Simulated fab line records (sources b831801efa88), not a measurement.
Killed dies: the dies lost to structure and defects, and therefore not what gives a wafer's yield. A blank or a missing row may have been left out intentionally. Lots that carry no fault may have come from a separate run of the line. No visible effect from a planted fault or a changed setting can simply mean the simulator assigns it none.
8D (eight disciplines) problem report, filled in by code | flow sky130 | the parts of the form that need people (team, actions taken, sign-off) are left out

1. WHAT IS WRONG
dose ions cm2 at SKY_LDD_N_IMPLANT_13 reads a mean of 7e+12 on 6 wafers of 2 lots; wafers without a fault read 5e+12 with a standard deviation of 4.6e+09. So: +99 or more standard deviations from the usual mean.
First seen on wafer L622.2, day 21 19:05, on implanter-01. The record has a number at this step for 18 wafers belonging to 6 lots. The rule behind "out" and "out of limits": a value lying over 4 standard deviations away from the usual mean. Any other wafer with a number is counted as sound.

2. WHAT IT IS AND WHAT IT IS NOT
question                    | is                                | is not
which readings at this step | dose ions cm2, faraday current uA | -
which lots                  | L622, L624                        | L626, L630, L633, L636
which wafers of those lots  | all that have a number            | -
read on which tools         | implanter-01                      | implanter-02, implanter-04
when                        | from day 21 19:05                 | up to then (0 sound wafers); but 12 sound wafers of L626, L630, L633, L636 came after

3. WHAT RULES OUT EACH SUSPECT
Counting: a tool at a process step up to the reading stays a suspect if it ran every lot that is out and no sound lot after the first of them.
- implanter-01 at SKY_LDD_N_IMPLANT_13: ruled out as a lasting fault. Following L622 (day 21 19:05), the first lot on it that is out, the sound lots L636 were run on it.
Left after counting: nothing in the record.

4. THE CAUSE (what the simulator had put in)
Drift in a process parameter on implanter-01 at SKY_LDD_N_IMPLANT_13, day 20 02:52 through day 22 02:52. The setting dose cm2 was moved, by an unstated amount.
Counting ruled it out, wrongly.

5. THE CHAIN OF EFFECTS, in route order
Each row: a reading where the mean over the struck wafers with a number is more than 3 standard deviations away from the usual. Only readings whose record carries a usual standard deviation are examined. hours: median over the lots of the time between each lot's start at the first step of this table that gives one and its start at this step. sigmas: the change, counted in usual standard deviations.
hours | step                 | reading            | usual | on struck wafers | change | sigmas
0     | SKY_LDD_N_IMPLANT_13 | dose ions cm2      | 5e+12 | 7e+12            | +2e+12 | +99 or more
0     | SKY_LDD_N_IMPLANT_13 | faraday current uA | 28.2  | 39.6             | +11.4  | +19
Its process steps:
- SKY_LDD_N_IMPLANT_13

6. WHAT WOULD HAVE CAUGHT IT SOONER
In this record the first reading out of limits was taken at day 21 19:05, 40 hours after the fault began at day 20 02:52.
